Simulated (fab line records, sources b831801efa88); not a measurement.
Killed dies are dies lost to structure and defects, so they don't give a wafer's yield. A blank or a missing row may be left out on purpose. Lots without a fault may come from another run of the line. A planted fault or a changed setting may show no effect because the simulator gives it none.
fab line records | flow gf180mcu
record lots=14 wafers=42 last_day=34
route steps=602 shown STI@3 MVSD@73 MVPSD@85
lots that met no fault: from a run of the same line without faults
start_h: hours from the record's first day to the start of the lot's first wafer shown | wait_h: hours since the lot's step before | " the same as in the row above | L1.1+2: a row that stands for several wafers | - no value, or no start given | * or withheld: withheld | < > ~ a bound
route shown NAME@n: a module of which the file shows steps, and the number in the route of the first | usual: mean/standard deviation of fault-free wafers | same: alike in all rows | chamber/n: place in a boat | sites: the reading at each site | _std_site: their standard deviation | _edge_site: outer sites' mean less inner sites' | radius_mm: how far each site lies from the wafer's centre | mask NAME#n: copy n | behind: the tool/chamber that last shaped the wafer | hold: why the lot was held/for how many hours/how that ended | device: the transistor (n, p or np) that didn't switch | end of line: the same wafers' tests at the end of the route | a step without rows: its recipe alone | killed: dies lost to structure and defects at the first sort, not the wafer's yield | map: a wafer's dies, x killed, . not, _ none there
set.NAME: the setting as run; set.NAME@STEP: as run at that earlier step | model.NAME: the simulator's own value behind a step, which no gauge read
steps of the route over a sample of lots; a table a step, a row a wafer
services: from which hour (start_h, from the record's first day; less than 0 if before it) a tool's chamber was out of use, for how many hours, and why
## steps
# step GF_STI_THK_MEAS_02
# recipe reads=SiO2_of_STI_OXIDATION_01
# usual STI_OXIDATION_THK=9.99/0.17
# columns lot.wafer tool chamber start_h wait_h STI_OXIDATION_THK[nm]
L663.2 film_metro-04 - 15.01 0.0 9.96
L663.5 " - " " 9.87
L663.6 " - " " 9.98
L665.1 film_metro-04 - 23.05 0.0 10.03
L665.4 " - " " 9.91
L665.6 " - " " 10.03
L666.2 film_metro-04 - 26.52 0.0 10.04
L666.4 " - " " 10.03
L666.5 " - " " 10.08
L667.4 film_metro-01 - 31.93 0.0 10.33
L667.5 " - " " 10.31
L667.6 " - " " 10.15
L669.1 film_metro-04 - 41.78 0.0 9.94
L669.4 " - " " 10.10
L669.5 " - " " 9.93
L670.1 film_metro-01 - 47.80 0.0 9.84
L670.4 " - " " 9.87
L670.6 " - " " 9.60
L674.1 film_metro-01 - 66.51 0.0 10.01
L674.4 " - " " 9.80
L674.6 " - " " 10.18
L678.2 film_metro-04 - 86.52 0.0 10.17
L678.5 " - " " 9.94
L678.6 " - " " 10.10
L679.1 film_metro-01 - 91.51 0.0 10.00
L679.2 " - " " 10.12
L679.5 " - " " 10.04
L682.1 film_metro-01 - 106.51 0.0 10.10
L682.3 " - " " 10.08
L682.6 " - " " 10.12
L683.1 film_metro-03 - 111.57 0.0 10.36
L683.4 " - " " 10.09
L683.6 " - " " 9.88
L684.2 film_metro-01 - 116.52 0.0 9.89
L684.4 " - " " 9.94
L684.6 " - " " 10.16
L685.1 film_metro-03 - 121.51 0.0 9.80
L685.2 " - " " 9.93
L685.5 " - " " 9.87
L686.1 film_metro-04 - 126.51 0.0 9.79
L686.3 " - " " 9.77
L686.6 " - " " 9.71
# step GF_MVSD_OVL_MEAS_07
# usual MVSD_OVL=0.4/1.3
# columns lot.wafer tool chamber start_h wait_h MVSD_OVL[nm]
L663.2 overlay-02 - 86.44 - -1.4
L663.5 " - " " 0.1
L663.6 " - " " -1.4
L665.1 overlay-01 - 95.10 - -0.3
L665.4 " - " " 0.8
L665.6 " - " " -1.2
L666.2 overlay-01 - 99.79 - 0.9
L666.4 " - " " 1.2
L666.5 " - " " 2.2
L667.4 overlay-02 - 104.40 - 1.0
L667.5 " - " " 1.2
L667.6 " - " " 1.3
L669.1 overlay-02 - 115.50 - -0.8
L669.4 " - " " 0.1
L669.5 " - " " 0.8
L670.1 overlay-01 - 123.51 - 1.8
L670.4 " - " " 0.9
L670.6 " - " " 2.5
L674.1 overlay-02 - 143.68 - -0.3
L674.4 " - " " -0.4
L674.6 " - " " 1.7
L678.2 overlay-02 - 167.86 - 0.6
L678.5 " - " " 1.5
L678.6 " - " " 0.1
L679.1 overlay-01 - 175.14 - -0.7
L679.2 " - " " -0.4
L679.5 " - " " 1.1
L682.1 overlay-01 - 192.03 - -0.7
L682.3 " - " " -1.2
L682.6 " - " " 0.0
L683.1 overlay-01 - 197.03 - -1.0
L683.4 " - " " 0.2
L683.6 " - " " -0.2
L684.2 overlay-02 - 203.11 - -0.5
L684.4 " - " " -0.3
L684.6 " - " " -2.7
L685.1 overlay-01 - 208.28 - -1.4
L685.2 " - " " 0.7
L685.5 " - " " -0.7
L686.1 overlay-02 - 213.94 - -0.1
L686.3 " - " " 1.0
L686.6 " - " " 0.4
# step GF_MVSD_STRIP_10
# recipe chemistry=O2/N2 power_w=1400 pressure_mtorr=1500 platen_temp_c=250 o2_flow_sccm=3000 n2_flow_sccm=300 overash_fraction=0.5
# usual chamber_pressure_mTorr=1500.1/1.4 drypump_motor_current_A=5.3/0.34 heater_power_w=345/31 oes_product_au=0.722/0.0049 platen_temp_c=250.01/0.17 strip_time_to_endpoint_s=36.94/0.092
# columns lot.wafer tool chamber start_h wait_h chamber_pressure_mTorr drypump_motor_current_A heater_power_w oes_product_au platen_temp_c rf_hours_counter_h strip_time_to_endpoint_s
L663.2 plasma_asher-04 0 86.77 0.1 1499.0 4.9 338 0.722 249.98 29 36.94
L663.5 " 1 " " 1501.8 5.1 374 0.718 249.70 - 36.99
L663.6 " 0 " " 1499.9 4.9 329 0.723 250.08 - 36.99
L665.1 plasma_asher-01 1 95.43 0.1 1497.0 5.4 370 0.725 249.94 41 37.11
L665.4 " 0 " " 1499.9 5.1 297 0.721 249.85 - 37.04
L665.6 " 1 " " 1503.1 5.4 379 0.727 250.27 - 37.06
L666.2 plasma_asher-03 1 100.12 0.1 1498.4 6.1 368 0.722 249.98 44 36.84
L666.4 " 0 " " 1499.7 5.5 331 0.726 250.07 - 36.86
L666.5 " 0 " " 1501.3 5.5 347 0.719 249.92 - 36.90
L667.4 plasma_asher-04 0 104.75 0.1 1500.2 4.9 343 0.722 250.00 - 37.10
L667.5 " 0 " " 1501.5 4.9 331 0.713 250.06 - 37.03
L667.6 " 1 " " 1499.0 5.1 380 0.726 250.24 - 37.21
L669.1 plasma_asher-03 0 115.84 0.1 1500.3 5.5 338 0.725 249.93 46 36.92
L669.4 " 0 " " 1498.5 5.5 339 0.726 249.72 - 36.86
L669.5 " 1 " " 1499.8 6.1 370 0.723 249.85 - 36.80
L670.1 plasma_asher-03 1 123.84 0.1 1501.9 6.1 365 0.718 249.98 46 36.84
L670.4 " 0 " " 1501.4 5.4 345 0.717 250.05 - 36.76
L670.6 " 0 " " 1501.4 5.4 346 0.731 250.12 - 36.88
L674.1 plasma_asher-01 1 144.02 0.1 1500.1 5.4 369 0.733 250.08 46 36.90
L674.4 " 1 " " 1500.8 5.4 368 0.726 250.04 - 37.00
L674.6 " 0 " " 1500.7 5.1 293 0.723 250.11 - 37.02
L678.2 plasma_asher-04 0 168.19 0.1 - - - - - - -
L678.5 " 1 " " - - - - - - -
L678.6 " 0 " " - - - - - - -
L679.1 plasma_asher-03 1 175.48 0.1 - - - - - - -
L679.2 " 0 " " - - - - - - -
L679.5 " 0 " " - - - - - - -
L682.1 plasma_asher-04 1 192.37 0.1 1500.4 5.1 373 0.721 250.04 41 36.86
L682.3 " 0 " " 1499.2 4.9 336 0.723 249.76 - 37.00
L682.6 " 0 " " 1498.8 4.9 336 0.727 249.82 - 36.90
L683.1 plasma_asher-01 0 197.37 0.1 1499.0 5.1 298 0.718 250.12 52 36.84
L683.4 " 1 " " 1500.2 5.4 378 0.719 249.88 - 36.97
L683.6 " 0 " " 1500.1 5.2 292 0.722 250.32 - 36.92
L684.2 plasma_asher-01 0 203.44 0.1 1498.6 5.1 296 0.718 250.03 53 36.80
L684.4 " 0 " " 1499.0 5.1 300 0.725 250.23 - 36.82
L684.6 " 0 " " 1501.3 5.1 295 0.724 250.16 - 36.82
L685.1 plasma_asher-01 1 208.62 0.1 1497.1 5.4 368 0.728 250.14 53 37.04
L685.2 " 0 " " 1498.9 5.1 292 0.729 249.85 53 36.94
L685.5 " 0 " " 1501.4 5.1 293 0.724 250.12 - 36.83
L686.1 plasma_asher-03 1 214.28 0.1 1500.1 6.1 371 0.721 249.85 56 36.91
L686.3 " 0 " " 1499.2 5.4 342 0.725 250.13 - 36.85
L686.6 " 0 " " 1499.2 5.4 347 0.716 250.12 - 36.82
# step GF_MVPSD_OVL_MEAS_07
# usual MVPSD_OVL=-0.5/1.5
# columns lot.wafer tool chamber start_h wait_h MVPSD_OVL[nm]
L663.2 overlay-01 - 100.55 - 1.7
L663.5 " - " " -1.0
L663.6 " - " " 0.0
L665.1 overlay-01 - 109.55 - -0.4
L665.4 " - " " -0.9
L665.6 " - " " -0.3
L666.2 overlay-01 - 114.30 - 2.6
L666.4 " - " " 1.6
L666.5 " - " " 3.5
L667.4 overlay-02 - 119.35 - -1.0
L667.5 " - " " -0.9
L667.6 " - " " -3.1
L669.1 overlay-01 - 131.09 - -1.6
L669.4 " - " " -4.2
L669.5 " - " " -1.6
L670.1 overlay-01 - 138.60 - -1.1
L670.4 " - " " 0.1
L670.6 " - " " 1.3
L674.1 overlay-01 - 159.75 - -3.0
L674.4 " - " " -0.3
L674.6 " - " " -0.1
L678.2 overlay-02 - 184.69 - -1.8
L678.5 " - " " 0.1
L678.6 " - " " -1.0
L679.1 overlay-01 - 192.38 - -3.0
L679.2 " - " " -0.6
L679.5 " - " " -1.0
L682.1 overlay-02 - 209.34 - -1.4
L682.3 " - " " -1.1
L682.6 " - " " -1.1
L683.1 overlay-01 - 214.23 - -1.6
L683.4 " - " " -0.8
L683.6 " - " " -2.3
L684.2 overlay-02 - 220.90 - -0.5
L684.4 " - " " 1.7
L684.6 " - " " 0.6
L685.1 overlay-02 - 225.60 - -0.7
L685.2 " - " " -2.1
L685.5 " - " " -0.9
L686.1 overlay-02 - 232.00 - -0.6
L686.3 " - " " -0.1
L686.6 " - " " -0.3
# step GF_MVPSD_STRIP_10
# recipe chemistry=O2/N2 power_w=1400 pressure_mtorr=1500 platen_temp_c=250 o2_flow_sccm=3000 n2_flow_sccm=300 overash_fraction=0.5
# usual chamber_pressure_mTorr=1500.0/1.4 drypump_motor_current_A=5.5/0.63 heater_power_w=348/26 oes_product_au=0.722/0.0045 platen_temp_c=250.01/0.17 strip_time_to_endpoint_s=36.94/0.091
# columns lot.wafer tool chamber start_h wait_h chamber_pressure_mTorr drypump_motor_current_A heater_power_w oes_product_au platen_temp_c rf_hours_counter_h strip_time_to_endpoint_s
L663.2 plasma_asher-02 0 100.88 0.1 1501.5 6.7 358 0.719 250.11 47 36.98
L663.5 " 0 " " 1501.6 6.6 354 0.719 250.00 - 36.92
L663.6 " 1 " " 1498.4 5.7 339 0.720 250.01 - 37.03
L665.1 plasma_asher-04 0 109.89 0.1 1499.6 4.9 335 0.728 249.85 32 36.85
L665.4 " 0 " " 1500.2 4.9 333 0.721 250.03 - 36.87
L665.6 " 0 " " 1500.3 4.9 333 0.722 249.95 - 36.90
L666.2 plasma_asher-01 0 114.63 0.1 1500.5 5.1 298 0.726 249.80 43 36.98
L666.4 " 0 " " 1501.1 5.1 289 0.732 249.90 - 37.00
L666.5 " 1 " " 1500.8 5.4 367 0.727 249.99 - 36.97
L667.4 plasma_asher-02 1 119.70 0.1 1499.2 5.7 336 0.732 250.01 - 36.85
L667.5 " 1 " " 1498.4 5.7 340 0.722 250.34 - 36.97
L667.6 " 0 " " 1500.7 6.6 355 0.723 249.75 - 36.95
L669.1 plasma_asher-02 1 131.43 0.1 1497.5 5.7 334 0.726 249.94 1 37.02
L669.4 " 1 " " 1500.2 5.7 328 0.712 250.22 - 37.00
L669.5 " 0 " " 1501.5 6.6 359 0.723 250.10 - 37.00
L670.1 plasma_asher-02 0 138.94 0.1 1499.9 6.7 365 0.717 249.87 2 36.90
L670.4 " 1 " " 1499.4 5.7 333 0.729 250.10 - 36.94
L670.6 " 1 " " 1499.9 5.7 339 0.737 250.26 - 36.95
L674.1 plasma_asher-01 1 160.09 0.1 1499.7 5.4 374 0.719 249.93 48 36.82
L674.4 " 1 " " 1498.2 5.4 365 0.717 249.93 - 37.03
L674.6 " 0 " " 1498.9 5.1 295 0.724 249.77 - 36.96
L678.2 plasma_asher-04 1 185.02 0.1 1499.4 5.1 367 0.735 250.10 40 81.34
L678.5 " 1 " " 1499.9 5.1 376 0.751 250.33 - 81.38
L678.6 " 0 " " 1499.5 4.9 334 0.736 250.06 - 81.46
L679.1 plasma_asher-01 0 192.72 0.1 1501.4 5.1 290 0.733 250.09 51 81.27
L679.2 " 1 " " 1498.1 5.4 361 0.741 250.13 51 81.37
L679.5 " 0 " " 1500.0 5.1 290 0.743 249.96 - 81.09
L682.1 plasma_asher-01 0 209.68 0.1 1499.0 5.1 299 0.723 250.18 53 36.84
L682.3 " 0 " " 1499.9 5.1 297 0.727 250.08 - 36.88
L682.6 " 1 " " 1499.1 5.4 367 0.724 249.90 - 36.91
L683.1 plasma_asher-04 1 214.57 0.1 1503.5 5.0 388 0.726 249.71 43 37.13
L683.4 " 0 " " 1500.4 4.9 341 0.725 249.86 - 36.98
L683.6 " 0 " " 1498.2 4.9 326 0.721 249.71 - 37.15
L684.2 plasma_asher-01 0 221.23 0.1 1498.6 5.1 294 0.716 249.95 54 36.72
L684.4 " 1 " " 1502.6 5.4 370 0.726 250.28 - 36.86
L684.6 " 1 " " 1500.6 5.4 379 0.729 250.18 - 36.87
L685.1 plasma_asher-04 1 225.94 0.1 1501.0 5.1 380 0.722 249.88 44 36.90
L685.2 " 0 " " 1500.6 4.9 332 0.719 250.04 44 36.89
L685.5 " 0 " " 1499.9 4.9 337 0.723 250.16 - 36.84
L686.1 plasma_asher-04 0 232.34 0.1 1500.9 4.9 337 0.725 249.99 45 37.07
L686.3 " 1 " " 1498.4 5.0 376 0.725 250.00 - 37.04
L686.6 " 1 " " 1499.8 5.1 380 0.726 249.96 - 37.01
# step GF_MVPSD_TW_MEAS_11
# usual MVPSD_TW=556/4.6
# columns lot.wafer tool chamber start_h wait_h MVPSD_TW
L663.2 film_metro-02 - 100.99 0.1 563
L663.5 " - " " 562
L663.6 " - " " 564
L665.1 film_metro-03 - 110.00 0.1 557
L665.4 " - " " 556
L665.6 " - " " 558
L666.2 film_metro-02 - 114.74 0.1 559
L666.4 " - " " 563
L666.5 " - " " 561
L667.4 film_metro-03 - 119.80 0.1 559
L667.5 " - " " 557
L667.6 " - " " 557
L669.1 film_metro-01 - 131.53 0.1 555
L669.4 " - " " 551
L669.5 " - " " 553
L670.1 film_metro-02 - 139.04 0.1 562
L670.4 " - " " 562
L670.6 " - " " 565
L674.1 film_metro-01 - 160.19 0.1 553
L674.4 " - " " 556
L674.6 " - " " 552
L678.2 film_metro-02 - 185.13 0.1 30
L678.5 " - " " 30
L678.6 " - " " 30
L679.1 film_metro-01 - 192.82 0.1 30
L679.2 " - " " 30
L679.5 " - " " 30
L682.1 film_metro-01 - 209.78 0.1 552
L682.3 " - " " 552
L682.6 " - " " 549
L683.1 film_metro-02 - 214.67 0.1 559
L683.4 " - " " 559
L683.6 " - " " 558
L684.2 film_metro-01 - 221.34 0.1 550
L684.4 " - " " 551
L684.6 " - " " 547
L685.1 film_metro-03 - 226.04 0.1 555
L685.2 " - " " 559
L685.5 " - " " 556
L686.1 film_metro-01 - 232.44 0.1 551
L686.3 " - " " 552
L686.6 " - " " 551
## services
# columns tool chamber start_h hours kind
plasma_asher-03 - 62.94 5.7 repair
plasma_asher-03 - 68.79 0.4 repair
plasma_asher-03 - 81.40 6.4 repair
plasma_asher-02 - 108.75 9.0 pm
plasma_asher-02 0 108.75 9.0 vent_cycle
plasma_asher-02 1 108.75 9.0 vent_cycle
plasma_asher-02 0 117.75 - clean
plasma_asher-02 1 117.75 - clean
plasma_asher-02 - 159.38 2.8 pm
plasma_asher-04 - 161.70 2.4 repair
plasma_asher-03 - 214.96 1.5 repair
## key
first_sign step=GF_MVSD_STRIP_10 reading=tool_record direction=missing
effect step=GF_MVPSD_STRIP_10 reading=strip_time_to_endpoint_s direction=up sigmas=99+ usual=* struck=*
effect step=GF_MVPSD_TW_MEAS_11 reading=MVPSD_TW direction=down sigmas=99+ usual=556 struck=30
met_at GF_MVSD_STRIP_10
struck_lots L678,L679
sort_left_out L678.2,L678.5,L678.6,L679.1,L679.2,L679.5
tester_left_out L678,L679
not_acting_at GF_STI_THK_MEAS_02,GF_MVSD_OVL_MEAS_07,GF_MVPSD_OVL_MEAS_07
onset_between 123.84 168.19
fault kind=skipped_step_whole tool=plasma_asher-03,plasma_asher-04 chamber=- onset_h=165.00 steps=GF_MVSD_STRIP_10 scope=struck_lots_only
# tester_left_out: of these lots the tester's yield and bins aren't shown, on N5 and GAA mostly nor the transistor test; their killed dies are dies lost to structure and defects alone, not to doping, threshold or leakage, so they don't give the yield
# sort_left_out: the simulated sort isn't trusted on such a fault, so these wafers' sort isn't shown, and their yield isn't known
